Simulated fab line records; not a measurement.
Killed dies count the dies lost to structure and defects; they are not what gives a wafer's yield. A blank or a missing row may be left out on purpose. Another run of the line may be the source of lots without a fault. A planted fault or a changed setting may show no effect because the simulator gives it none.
Matching of chambers :: flow sky130 :: SKY_VIA4_CMP_02 on cmp-01 has 4 sister chambers
The step polishes SiO2. 4 wafers are shown with their chamber, then 7 later ones without.

WAFERS, EACH WITH ITS CHAMBER
wafer: L555.3
chamber: 0
motor-current-A (A): 11.4

wafer: L558.4
chamber: 3
motor-current-A (A): 11.3

wafer: L560.1
chamber: 1
motor-current-A (A): 9.5

wafer: L560.2
chamber: 2
motor-current-A (A): 12.2

WAFERS MISSING THEIR CHAMBER
wafer: L560.5
motor-current-A (A): 11.7

wafer: L563.3
motor-current-A (A): 9.8

wafer: L563.4
motor-current-A (A): 10.8

wafer: L563.6
motor-current-A (A): 11.1

wafer: L573.1
motor-current-A (A): 11.0

wafer: L573.3
motor-current-A (A): 11.9

wafer: L573.6
motor-current-A (A): 10.7

WHICH CHAMBER EACH ONE RAN IN
wafer: L560.5
from the rows above: can't be placed: 0 or 3 or 2
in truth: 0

wafer: L563.3
from the rows above: 1
in truth: 1

wafer: L563.4
from the rows above: can't be placed: 3 or 0
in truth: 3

wafer: L563.6
from the rows above: can't be placed: 3 or 0
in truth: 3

wafer: L573.1
from the rows above: can't be placed: 3 or 0
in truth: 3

wafer: L573.3
from the rows above: can't be placed: 2 or 0 or 3
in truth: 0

wafer: L573.6
from the rows above: can't be placed: 3 or 0 or 1
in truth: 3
1 of 7 placed correctly. Can't be placed from these rows: 6 (the true chamber is among the candidates in 6). Placed wrongly: 0.
How it was worked out, from the rows above alone: a wafer's distance from a chamber is the root of the sum, over the readings, of the square of ((its reading less the chamber's mean) divided by the reading's scatter). The wafer belongs to the nearest chamber; if the next one is less than 2 further off, it can't be placed. Each chamber's mean is taken over the wafers shown for it. The scatter: with one shown wafer a chamber, the root of the mean of the squares of how far each hidden wafer lies from its nearest shown one.
